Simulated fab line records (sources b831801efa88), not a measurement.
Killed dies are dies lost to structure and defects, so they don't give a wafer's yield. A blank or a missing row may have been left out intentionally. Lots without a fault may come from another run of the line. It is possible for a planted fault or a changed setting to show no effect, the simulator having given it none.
A sampling plan put to the test | flow gf180mcu | one fab line, 46 faults that these records tell of, each judged on the records of the lots that it struck
What counts as the plan is the set of the line's own looks, namely the steps on the route at which a gauge or an inspection reads a wafer and does not change it. A look is open to judgement when struck wafers have a number at it and the file gives its usual mean and standard deviation on fault-free wafers. Caught: the struck wafers' mean, at a look after the fault's first step, is 4 or more of those standard deviations (sigma) away from the usual mean. On the tool: the fault's steps, tested the same way using the tool's own readings. Caught also covers a different recipe on the struck wafers, or a record left blank for those wafers only.

THE FAULTS, as the simulator had put them in
1. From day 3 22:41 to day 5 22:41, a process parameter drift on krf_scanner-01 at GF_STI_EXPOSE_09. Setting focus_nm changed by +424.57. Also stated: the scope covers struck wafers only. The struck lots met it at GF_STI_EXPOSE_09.
2. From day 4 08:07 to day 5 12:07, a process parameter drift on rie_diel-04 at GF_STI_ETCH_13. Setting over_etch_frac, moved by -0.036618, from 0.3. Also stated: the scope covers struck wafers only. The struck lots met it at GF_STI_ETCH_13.
3. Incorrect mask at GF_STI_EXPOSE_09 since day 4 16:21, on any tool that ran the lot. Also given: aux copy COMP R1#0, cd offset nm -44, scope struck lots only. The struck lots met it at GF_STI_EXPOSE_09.
4. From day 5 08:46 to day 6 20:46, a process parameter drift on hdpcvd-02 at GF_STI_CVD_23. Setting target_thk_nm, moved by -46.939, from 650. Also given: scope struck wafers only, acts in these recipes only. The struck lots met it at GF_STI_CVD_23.
5. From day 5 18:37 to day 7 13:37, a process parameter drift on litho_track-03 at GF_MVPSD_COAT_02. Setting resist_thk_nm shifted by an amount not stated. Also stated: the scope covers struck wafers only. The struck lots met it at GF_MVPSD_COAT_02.
6. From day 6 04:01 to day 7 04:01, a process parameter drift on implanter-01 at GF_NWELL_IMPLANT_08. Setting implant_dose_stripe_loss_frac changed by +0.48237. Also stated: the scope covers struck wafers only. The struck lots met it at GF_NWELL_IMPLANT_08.
7. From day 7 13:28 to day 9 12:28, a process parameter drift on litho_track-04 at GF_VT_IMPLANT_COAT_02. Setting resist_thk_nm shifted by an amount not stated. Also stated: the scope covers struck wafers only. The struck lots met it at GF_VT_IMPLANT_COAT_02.
8. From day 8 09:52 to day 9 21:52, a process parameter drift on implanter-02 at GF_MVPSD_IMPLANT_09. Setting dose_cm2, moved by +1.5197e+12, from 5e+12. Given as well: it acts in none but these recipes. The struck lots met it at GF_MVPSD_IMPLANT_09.
9. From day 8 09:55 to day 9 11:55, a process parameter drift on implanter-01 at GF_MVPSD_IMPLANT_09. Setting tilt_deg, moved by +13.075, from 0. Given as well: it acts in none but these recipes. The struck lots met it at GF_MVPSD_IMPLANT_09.
10. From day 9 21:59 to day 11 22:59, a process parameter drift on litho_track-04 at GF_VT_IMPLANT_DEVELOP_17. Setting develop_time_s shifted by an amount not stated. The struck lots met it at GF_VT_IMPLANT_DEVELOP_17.
11. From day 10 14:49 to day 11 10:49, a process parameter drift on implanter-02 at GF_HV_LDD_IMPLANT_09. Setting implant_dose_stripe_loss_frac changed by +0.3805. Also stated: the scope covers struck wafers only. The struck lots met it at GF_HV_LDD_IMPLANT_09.
12. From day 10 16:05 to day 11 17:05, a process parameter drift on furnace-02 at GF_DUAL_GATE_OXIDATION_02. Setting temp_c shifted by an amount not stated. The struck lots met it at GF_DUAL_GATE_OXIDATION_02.
13. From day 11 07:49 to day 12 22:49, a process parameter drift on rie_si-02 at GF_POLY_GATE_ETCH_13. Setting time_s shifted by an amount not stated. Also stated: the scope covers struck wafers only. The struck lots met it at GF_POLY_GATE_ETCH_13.
14. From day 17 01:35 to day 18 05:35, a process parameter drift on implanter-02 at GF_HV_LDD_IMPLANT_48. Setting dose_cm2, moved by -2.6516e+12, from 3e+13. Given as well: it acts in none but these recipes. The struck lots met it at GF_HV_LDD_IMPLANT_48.
15. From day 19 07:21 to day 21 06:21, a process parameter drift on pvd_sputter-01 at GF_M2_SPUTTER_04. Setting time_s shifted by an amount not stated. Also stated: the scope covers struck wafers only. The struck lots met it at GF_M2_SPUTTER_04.
16. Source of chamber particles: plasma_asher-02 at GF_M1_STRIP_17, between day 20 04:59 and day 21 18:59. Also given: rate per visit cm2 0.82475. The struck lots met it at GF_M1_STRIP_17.
17. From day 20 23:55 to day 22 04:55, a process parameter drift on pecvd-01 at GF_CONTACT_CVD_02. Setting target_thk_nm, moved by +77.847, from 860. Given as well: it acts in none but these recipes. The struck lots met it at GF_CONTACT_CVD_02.
18. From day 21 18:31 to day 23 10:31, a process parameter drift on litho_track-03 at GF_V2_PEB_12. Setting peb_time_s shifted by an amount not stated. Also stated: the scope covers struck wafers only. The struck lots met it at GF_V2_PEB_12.
19. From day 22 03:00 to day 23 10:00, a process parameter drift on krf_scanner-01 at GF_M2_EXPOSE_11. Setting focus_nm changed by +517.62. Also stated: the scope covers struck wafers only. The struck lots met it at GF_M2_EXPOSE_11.
20. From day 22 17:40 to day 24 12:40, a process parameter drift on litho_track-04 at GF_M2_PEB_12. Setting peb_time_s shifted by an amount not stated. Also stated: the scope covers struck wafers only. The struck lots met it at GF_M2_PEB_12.
21. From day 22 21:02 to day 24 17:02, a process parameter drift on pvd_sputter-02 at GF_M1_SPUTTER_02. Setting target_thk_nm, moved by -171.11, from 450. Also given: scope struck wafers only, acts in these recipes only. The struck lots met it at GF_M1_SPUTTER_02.
22. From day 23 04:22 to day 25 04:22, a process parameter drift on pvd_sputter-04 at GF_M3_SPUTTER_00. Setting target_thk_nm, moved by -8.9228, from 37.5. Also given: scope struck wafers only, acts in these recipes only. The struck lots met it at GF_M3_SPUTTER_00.
23. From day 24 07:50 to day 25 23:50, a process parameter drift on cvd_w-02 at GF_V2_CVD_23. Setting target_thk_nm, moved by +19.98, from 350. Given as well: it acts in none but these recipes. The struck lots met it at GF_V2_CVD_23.
24. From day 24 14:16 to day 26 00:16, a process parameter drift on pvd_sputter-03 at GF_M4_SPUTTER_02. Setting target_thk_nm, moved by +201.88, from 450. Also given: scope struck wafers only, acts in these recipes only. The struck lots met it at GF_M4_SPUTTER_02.
25. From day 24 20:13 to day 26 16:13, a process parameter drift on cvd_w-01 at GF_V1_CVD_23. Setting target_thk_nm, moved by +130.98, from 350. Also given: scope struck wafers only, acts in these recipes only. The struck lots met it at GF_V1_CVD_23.
26. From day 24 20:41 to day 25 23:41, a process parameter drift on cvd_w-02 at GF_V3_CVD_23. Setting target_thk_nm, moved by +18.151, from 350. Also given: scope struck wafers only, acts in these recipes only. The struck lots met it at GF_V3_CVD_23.
27. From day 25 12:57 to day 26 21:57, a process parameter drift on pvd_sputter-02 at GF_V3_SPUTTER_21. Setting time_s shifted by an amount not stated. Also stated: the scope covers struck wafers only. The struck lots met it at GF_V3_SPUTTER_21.
28. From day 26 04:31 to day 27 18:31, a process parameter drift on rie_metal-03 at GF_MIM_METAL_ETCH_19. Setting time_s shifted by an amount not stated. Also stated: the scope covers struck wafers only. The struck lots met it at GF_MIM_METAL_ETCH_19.
29. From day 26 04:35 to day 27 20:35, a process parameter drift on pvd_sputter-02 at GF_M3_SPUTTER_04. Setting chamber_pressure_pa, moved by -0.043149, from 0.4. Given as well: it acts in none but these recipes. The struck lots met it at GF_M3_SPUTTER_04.
30. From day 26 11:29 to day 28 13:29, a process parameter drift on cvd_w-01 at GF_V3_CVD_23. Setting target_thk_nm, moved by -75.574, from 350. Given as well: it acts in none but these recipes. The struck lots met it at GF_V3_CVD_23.
31. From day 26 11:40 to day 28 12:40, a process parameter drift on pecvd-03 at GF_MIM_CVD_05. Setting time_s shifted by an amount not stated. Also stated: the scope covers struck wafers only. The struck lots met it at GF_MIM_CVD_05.
32. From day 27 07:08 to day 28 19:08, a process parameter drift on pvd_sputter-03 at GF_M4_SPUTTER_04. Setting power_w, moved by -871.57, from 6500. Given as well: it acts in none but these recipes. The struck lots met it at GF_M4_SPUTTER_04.
33. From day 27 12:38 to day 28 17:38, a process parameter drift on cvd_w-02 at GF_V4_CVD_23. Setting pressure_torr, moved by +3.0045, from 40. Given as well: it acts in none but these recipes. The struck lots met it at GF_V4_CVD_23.
34. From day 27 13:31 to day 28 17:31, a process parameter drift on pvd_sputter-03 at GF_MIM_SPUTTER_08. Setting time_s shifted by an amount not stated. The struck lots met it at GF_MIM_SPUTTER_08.
35. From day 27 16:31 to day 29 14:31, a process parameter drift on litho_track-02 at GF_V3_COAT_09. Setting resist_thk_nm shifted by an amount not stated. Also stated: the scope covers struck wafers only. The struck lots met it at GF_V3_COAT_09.
36. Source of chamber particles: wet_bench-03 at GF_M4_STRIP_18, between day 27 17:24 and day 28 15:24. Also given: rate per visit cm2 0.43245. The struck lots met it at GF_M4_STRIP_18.
37. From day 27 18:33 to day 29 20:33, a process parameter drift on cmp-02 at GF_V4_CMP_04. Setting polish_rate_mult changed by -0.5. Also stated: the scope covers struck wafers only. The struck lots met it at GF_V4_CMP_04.
38. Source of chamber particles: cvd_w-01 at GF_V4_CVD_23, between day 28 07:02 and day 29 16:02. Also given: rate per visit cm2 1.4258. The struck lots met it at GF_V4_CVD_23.
39. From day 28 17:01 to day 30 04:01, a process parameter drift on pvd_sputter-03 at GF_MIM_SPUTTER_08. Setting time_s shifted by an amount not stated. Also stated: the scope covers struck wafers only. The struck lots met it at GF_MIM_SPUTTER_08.
40. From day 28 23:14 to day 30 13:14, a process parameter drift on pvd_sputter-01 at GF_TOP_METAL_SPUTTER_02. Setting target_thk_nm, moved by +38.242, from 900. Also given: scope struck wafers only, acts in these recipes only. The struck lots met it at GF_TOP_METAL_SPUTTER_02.
41. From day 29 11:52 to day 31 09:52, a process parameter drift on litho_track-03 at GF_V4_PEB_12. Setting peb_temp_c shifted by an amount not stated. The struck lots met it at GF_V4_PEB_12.
42. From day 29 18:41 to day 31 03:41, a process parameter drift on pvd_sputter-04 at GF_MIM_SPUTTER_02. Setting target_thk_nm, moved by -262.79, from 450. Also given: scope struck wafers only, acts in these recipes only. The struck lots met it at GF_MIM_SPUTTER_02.
43. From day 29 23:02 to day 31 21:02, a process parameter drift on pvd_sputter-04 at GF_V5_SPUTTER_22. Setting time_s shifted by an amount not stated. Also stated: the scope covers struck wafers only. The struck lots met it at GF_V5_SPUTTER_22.
44. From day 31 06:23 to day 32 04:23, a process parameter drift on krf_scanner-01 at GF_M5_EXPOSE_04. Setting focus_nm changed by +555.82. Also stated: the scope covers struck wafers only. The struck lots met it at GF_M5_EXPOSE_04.
45. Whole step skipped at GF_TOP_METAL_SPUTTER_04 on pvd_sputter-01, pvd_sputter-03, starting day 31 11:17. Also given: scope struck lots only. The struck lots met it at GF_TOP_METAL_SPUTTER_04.
46. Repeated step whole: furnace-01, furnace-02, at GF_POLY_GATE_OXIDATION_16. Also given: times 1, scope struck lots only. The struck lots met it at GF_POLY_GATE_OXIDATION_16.

WHAT THE PLAN SAW
fault | on the tool itself                               | first look that catches it                      | reading, sigma                                                  | median hours from its first step to that look | hours from the fault's start to the first struck lot there | judged looks passed uncaught
1     | no reading that can be judged                    | GF_STI_CD_MEAS_12                               | cd_nm -34                                                       | 6.8                                           | 12                                                         | 0
2     | only faintly: oes_product_au +2.4 sigma          | no look after it can be judged                  | -                                                               | -                                             | -                                                          | 0
3     | no reading that can be judged                    | GF_STI_CD_MEAS_12                               | cd_nm -27                                                       | 6.7                                           | 10                                                         | 0
4     | under 2 sigma                                    | GF_STI_THK_MEAS_24                              | STI_CVD_23_THK -5.5                                             | 0.1                                           | 5                                                          | 0
5     | no reading that can be judged                    | no look after it can be judged                  | -                                                               | -                                             | -                                                          | 0
6     | under 2 sigma                                    | GF_VT_IMPLANT_RS_MEAS_47                        | NWELL_RS +11                                                    | 104.7                                         | 108                                                        | 0
7     | no reading that can be judged                    | none of the 2 looks that can be judged after it | -                                                               | -                                             | -                                                          | 2
8     | dose_ions_cm2 +99 or beyond sigma                | GF_VT_IMPLANT_RS_MEAS_49                        | MVPSD_RS -20                                                    | 67.4                                          | 68                                                         | 0
9     | tilt_deg +99 or beyond sigma                     | none of the 3 looks that can be judged after it | -                                                               | -                                             | -                                                          | 3
10    | no reading that can be judged                    | GF_VT_IMPLANT_TW_MEAS_21                        | VT_IMPLANT_2_TW -99 or beyond                                   | 0.4                                           | 7                                                          | 0
11    | under 2 sigma                                    | GF_HV_LDD_RS_MEAS_53                            | HV_LDD_RS +8.8                                                  | 57.9                                          | 72                                                         | 0
12    | spike_tc_upper_C +8.6 sigma                      | GF_DUAL_GATE_THK_MEAS_03                        | DUAL_GATE_OXIDATION_00_THK +6.2                                 | 1.4                                           | 8                                                          | 0
13    | run_length_s +14 sigma                           | no look after it can be judged                  | -                                                               | -                                             | -                                                          | 0
14    | dose_ions_cm2 -88 sigma                          | none of the 2 looks that can be judged after it | strongest: HV_LDD_4_TW at GF_HV_LDD_TW_MEAS_50, -2.8            | -                                             | -                                                          | 2
15    | under 2 sigma                                    | none of the 7 looks that can be judged after it | strongest: M2_ALCU_THK at GF_M2_THK_MEAS_06, -2.3               | -                                             | -                                                          | 7
16    | under 2 sigma                                    | not the one look that can be judged after it    | -                                                               | -                                             | -                                                          | 1
17    | under 2 sigma                                    | GF_CONTACT_THK_MEAS_03                          | CONTACT_CVD_02_THK +6.5                                         | 0.1                                           | 5                                                          | 0
18    | under 2 sigma                                    | not the one look that can be judged after it    | strongest: cd_nm at GF_V2_CD_MEAS_14, +3.7                      | -                                             | -                                                          | 1
19    | no reading that can be judged                    | GF_M2_CD_MEAS_14                                | cd_nm -54                                                       | 11.8                                          | 13                                                         | 0
20    | under 2 sigma                                    | none of the 2 looks that can be judged after it | strongest: cd_nm at GF_M2_CD_MEAS_14, -3.1                      | -                                             | -                                                          | 2
21    | under 2 sigma                                    | GF_M1_RS_MEAS_05                                | M1_ALCU_RS +59                                                  | 0.1                                           | 4                                                          | 0
22    | under 2 sigma                                    | no look after it can be judged                  | -                                                               | -                                             | -                                                          | 0
23    | under 2 sigma                                    | none of the 2 looks that can be judged after it | strongest: V2_W_RS at GF_V2_RS_MEAS_24, -3.0                    | -                                             | -                                                          | 2
24    | under 2 sigma                                    | GF_M4_RS_MEAS_05                                | M4_ALCU_RS -35                                                  | 0.1                                           | 12                                                         | 0
25    | under 2 sigma                                    | GF_V1_RS_MEAS_24                                | V1_W_RS -14                                                     | 0.1                                           | 14                                                         | 0
26    | under 2 sigma                                    | none of the 2 looks that can be judged after it | strongest: V3_W_RS at GF_V3_RS_MEAS_24, -3.6                    | -                                             | -                                                          | 2
27    | under 2 sigma                                    | no look after it can be judged                  | -                                                               | -                                             | -                                                          | 0
28    | only faintly: run_length_s +3.1 sigma            | no look after it can be judged                  | -                                                               | -                                             | -                                                          | 0
29    | chamber_pressure_pa -53 sigma                    | none of the 7 looks that can be judged after it | -                                                               | -                                             | -                                                          | 7
30    | under 2 sigma                                    | GF_V3_RS_MEAS_24                                | V3_W_RS +21                                                     | 0.1                                           | 8                                                          | 0
31    | only faintly: susceptor_temp_C -2.0 sigma        | GF_MIM_THK_MEAS_06                              | MIM_CVD_05_THK +4.1                                             | 0.0                                           | 11                                                         | 0
32    | cathode_dc_power_W -99 or beyond sigma           | no look after it can be judged                  | -                                                               | -                                             | -                                                          | 0
33    | chamber_pressure_Torr +29 sigma                  | none of the 2 looks that can be judged after it | strongest: V4_W_RS at GF_V4_RS_MEAS_24, -3.9                    | -                                             | -                                                          | 2
34    | under 2 sigma                                    | GF_MIM_RS_MEAS_10                               | MIM_ALCU_RS +99 or beyond                                       | 0.1                                           | 4                                                          | 0
35    | no reading that can be judged                    | none of the 2 looks that can be judged after it | -                                                               | -                                             | -                                                          | 2
36    | no reading that can be judged                    | no look after it can be judged                  | -                                                               | -                                             | -                                                          | 0
37    | only faintly: time_to_endpoint_s +3.3 sigma      | no look after it can be judged                  | -                                                               | -                                             | -                                                          | 0
38    | under 2 sigma                                    | none of the 2 looks that can be judged after it | -                                                               | -                                             | -                                                          | 2
39    | under 2 sigma                                    | none of the 2 looks that can be judged after it | strongest: MIM_ALCU_RS at GF_MIM_RS_MEAS_10, +3.9               | -                                             | -                                                          | 2
40    | under 2 sigma                                    | GF_TOP_METAL_RS_MEAS_05                         | TOP_METAL_ALCU_RS -4.5                                          | 0.1                                           | 14                                                         | 0
41    | heater_power_total_W +11 sigma                   | not the one look that can be judged after it    | strongest: cd_nm at GF_V4_CD_MEAS_14, +3.1                      | -                                             | -                                                          | 1
42    | under 2 sigma                                    | no look after it can be judged                  | -                                                               | -                                             | -                                                          | 0
43    | under 2 sigma                                    | no look after it can be judged                  | -                                                               | -                                             | -                                                          | 0
44    | no reading that can be judged                    | GF_M5_CD_MEAS_07                                | cd_nm -84                                                       | 8.2                                           | 10                                                         | 0
45    | the tool's record is blank for the struck wafers | not the one look that can be judged after it    | strongest: TOP_METAL_ALCU_THK at GF_TOP_METAL_THK_MEAS_06, +3.6 | -                                             | -                                                          | 1
46    | no reading that can be judged                    | GF_POLY_GATE_THK_MEAS_17                        | POLY_GATE_OXIDATION_THK +38                                     | 3.9                                           | -                                                          | 0
A dash: the fault isn't caught, or these records don't give the number.

Caught at a look: 19 of 46. Caught on the tool: 10 of 46. By one or the other: 27 of 46.
Caught on the tool alone: faults 9, 13, 14, 29, 32, 33, 41, 45.
Caught at a look alone: faults 1, 3, 4, 6, 10, 11, 17, 19, 21, 24, 25, 30, 31, 34, 40, 44, 46.
Caught by neither: faults 2, 5, 7, 15, 16, 18, 20, 22, 23, 26, 27, 28, 35, 36, 37, 38, 39, 42, 43.

THINNER SAMPLING
Were the look that catches a fault to measure just every second or every third lot (counted by lot number), the first struck lot would, at worst, be measured this late:
fault | struck lots at that look, in order of time | every lot | every second lot | every third lot
1     | L336, L341, L343                           | 12 h      | 37 h             | 47 h
3     | L768                                       | 10 h      | may miss it      | may miss it
4     | L733, L735                                 | 5 h       | may miss all 2   | may miss all 2
6     | L745, L746, L748                           | 108 h     | 112 h            | may miss all 3
8     | L275, L277                                 | 68 h      | may miss all 2   | may miss all 2
10    | L869, L870, L872                           | 7 h       | 13 h             | may miss all 3
11    | L176                                       | 72 h      | may miss it      | may miss it
12    | L352, L353, L354                           | 8 h       | 22 h             | 22 h
17    | L130, L131                                 | 5 h       | 17 h             | may miss all 2
19    | L850, L851                                 | 13 h      | 19 h             | may miss all 2
21    | L176, L177                                 | 4 h       | 15 h             | may miss all 2
24    | L281, L283                                 | 12 h      | may miss all 2   | may miss all 2
25    | L737                                       | 14 h      | may miss it      | may miss it
30    | L635, L636, L638                           | 8 h       | 10 h             | may miss all 3
31    | L342                                       | 11 h      | may miss it      | may miss it
34    | L904, L905                                 | 4 h       | 10 h             | may miss all 2
40    | L934, L936                                 | 14 h      | may miss all 2   | may miss all 2
44    | L971, L974                                 | 10 h      | 20 h             | may miss all 2
Hours are from the fault's start to the first struck lot that is measured. Since the struck wafers were tested as one group against 4 sigma, a single lot by itself may lie under the limit. Other struck lots may not be in these records.

THE LONGEST TIMED WAY FROM STEP TO LOOK
Fault 6: the median time between GF_NWELL_IMPLANT_08 and GF_VT_IMPLANT_RS_MEAS_47 is 104.7 hours. No look between them can be judged.
